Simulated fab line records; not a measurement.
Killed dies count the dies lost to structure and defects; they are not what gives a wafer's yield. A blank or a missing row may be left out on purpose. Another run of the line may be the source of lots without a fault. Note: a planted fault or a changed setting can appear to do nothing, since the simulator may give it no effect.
Tool commonality check :: flow sky130 :: Sampled: 10 lots, 30 wafers

## WHY IT WAS OPENED
Of 10 lots, 3 have the reading NWELL_OXIDATION_THK flagged at SKY_NWELL_THK_MEAS_02. No-fault wafers: 10.00 nm, standard deviation 0.19.
Rule: flag the lot when none of its wafers has a number, or when each of its wafers that has one lies beyond 4 standard deviations from that mean. All remaining lots are regarded as sound.

lot: L488
measured: day 3 02:55
on: filmMetro-01
NWELL_OXIDATION_THK (nm), wafer by wafer: 10.15 10.22 10.11
flag: 

lot: L493
measured: day 4 10:47
on: filmMetro-02
NWELL_OXIDATION_THK (nm), wafer by wafer: 9.97 9.92 9.76
flag: 

lot: L492
measured: day 4 10:49
on: filmMetro-04
NWELL_OXIDATION_THK (nm), wafer by wafer: 10.02 10.07 9.73
flag: 

lot: L495
measured: day 5 03:43
on: filmMetro-04
NWELL_OXIDATION_THK (nm), wafer by wafer: 2.68 2.69 2.62
flag: FLAGGED

lot: L494
measured: day 5 03:44
on: filmMetro-02
NWELL_OXIDATION_THK (nm), wafer by wafer: 2.82 2.92 2.87
flag: FLAGGED

lot: L496
measured: day 5 03:46
on: filmMetro-01
NWELL_OXIDATION_THK (nm), wafer by wafer: 2.48 2.60 2.56
flag: FLAGGED

lot: L501
measured: day 6 10:17
on: filmMetro-04
NWELL_OXIDATION_THK (nm), wafer by wafer: 10.15 10.21 10.14
flag: 

lot: L505
measured: day 6 21:15
on: filmMetro-04
NWELL_OXIDATION_THK (nm), wafer by wafer: 9.88 9.87 9.87
flag: 

lot: L507
measured: day 7 05:49
on: filmMetro-02
NWELL_OXIDATION_THK (nm), wafer by wafer: 10.12 9.93 9.91
flag: 

lot: L508
measured: day 7 05:50
on: filmMetro-04
NWELL_OXIDATION_THK (nm), wafer by wafer: 10.02 9.77 9.79
flag: 
The numbers of the flagged lots are 2.69 nm on average: -7.31 nm against the usual, or -38 standard deviations.

## WHICH TOOL EACH LOT WENT THROUGH
The record holds 2 process steps before the reading, out of a route of 708 steps. Each cell gives the tool, then ch followed by the chambers the sampled wafers passed through, then the start.
lot: L488
flag: 
SKY_FIELD_ISO_ETCH_17: rieSi-01 ch 1,2, day 2 16:34
SKY_NWELL_OXIDATION_01: furnace-01 ch 0, day 3 01:31

lot: L493
flag: 
SKY_FIELD_ISO_ETCH_17: rieSi-01 ch 3, day 3 17:59
SKY_NWELL_OXIDATION_01: furnace-01 ch 0, day 4 09:24

lot: L492
flag: 
SKY_FIELD_ISO_ETCH_17: rieSi-02 ch 0,1,3, day 3 14:58
SKY_NWELL_OXIDATION_01: furnace-01 ch 0, day 4 09:24

lot: L495
flag: FLAGGED
SKY_FIELD_ISO_ETCH_17: rieSi-01 ch 1,2,3, day 4 07:47
SKY_NWELL_OXIDATION_01: furnace-01 ch 0, day 5 02:20

lot: L494
flag: FLAGGED
SKY_FIELD_ISO_ETCH_17: rieSi-01 ch 0,1,3, day 3 22:47
SKY_NWELL_OXIDATION_01: furnace-01 ch 0, day 5 02:20

lot: L496
flag: FLAGGED
SKY_FIELD_ISO_ETCH_17: rieSi-02 ch 1,2, day 4 07:55
SKY_NWELL_OXIDATION_01: furnace-01 ch 0, day 5 02:20

lot: L501
flag: 
SKY_FIELD_ISO_ETCH_17: rieSi-02 ch 0,1,3, day 5 17:26
SKY_NWELL_OXIDATION_01: furnace-02 ch 0, day 6 08:53

lot: L505
flag: 
SKY_FIELD_ISO_ETCH_17: rieSi-01 ch 2,3, day 6 13:47
SKY_NWELL_OXIDATION_01: furnace-02 ch 0, day 6 19:50

lot: L507
flag: 
SKY_FIELD_ISO_ETCH_17: rieSi-02 ch 1,2,3, day 6 23:31
SKY_NWELL_OXIDATION_01: furnace-02 ch 0, day 7 04:25

lot: L508
flag: 
SKY_FIELD_ISO_ETCH_17: rieSi-01 ch 0,2,3, day 6 23:22
SKY_NWELL_OXIDATION_01: furnace-02 ch 0, day 7 04:25
What is done by these steps:
- SKY_FIELD_ISO_ETCH_17: etches Si in HBr/Cl2/O2, target depth 342 nm, time 97.7 s.
- SKY_NWELL_OXIDATION_01: stabilise 600 s, purge 300 s, target thk 10 nm.
- SKY_NWELL_THK_MEAS_02

## FLAGGED AGAINST TOTAL, ONE TOOL AT A TIME (gauges that did the reading follow at the end)
step: SKY_FIELD_ISO_ETCH_17
tool: rieSi-01
lots run: 6
flagged: 2
share of the flagged lots: some
sound lots run after its first flagged lot: 2 (L505,L508)

step: SKY_FIELD_ISO_ETCH_17
tool: rieSi-02
lots run: 4
flagged: 1
share of the flagged lots: some
sound lots run after its first flagged lot: 2 (L501,L507)

step: SKY_NWELL_OXIDATION_01
tool: furnace-01
lots run: 6
flagged: 3
share of the flagged lots: all
sound lots run after its first flagged lot: 0

step: SKY_NWELL_OXIDATION_01
tool: furnace-02
lots run: 4
flagged: 0
share of the flagged lots: none
sound lots run after its first flagged lot: -

step: SKY_NWELL_THK_MEAS_02
tool: filmMetro-01
lots run: 2
flagged: 1
share of the flagged lots: some
sound lots run after its first flagged lot: 0

step: SKY_NWELL_THK_MEAS_02
tool: filmMetro-02
lots run: 3
flagged: 1
share of the flagged lots: some
sound lots run after its first flagged lot: 1 (L507)

step: SKY_NWELL_THK_MEAS_02
tool: filmMetro-04
lots run: 5
flagged: 1
share of the flagged lots: some
sound lots run after its first flagged lot: 3 (L501,L505,L508)

## WHAT THE TABLE PERMITS
In the table, 1 row covers all flagged lots: furnace-01 at SKY_NWELL_OXIDATION_01.
- furnace-01 at SKY_NWELL_OXIDATION_01 ran 6 lots, 3 of them flagged. It ran its last sound lot, L492, at day 4 09:24 and its first flagged lot, L494, at day 5 02:20: a fault with its onset between the two fits. Its own readings (spikeTcBottomC, spikeTcCentreC, spikeTcLowerC, spikeTcTopC, spikeTcUpperC, tubeCenterTempC, tube_center_temp_C_max, zonePowerTopPct, zonePowerUpperPct) fall more than 4 standard deviations out on all wafers of the flagged lots.
What remains is a single tool, furnace-01 at SKY_NWELL_OXIDATION_01.

## WHAT THE SIMULATOR PUT IN
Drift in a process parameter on furnace-01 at SKY_NWELL_OXIDATION_01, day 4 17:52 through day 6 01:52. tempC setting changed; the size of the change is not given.
Struck lots among those shown: L495, L494, L496. The rule above reached the same finding.
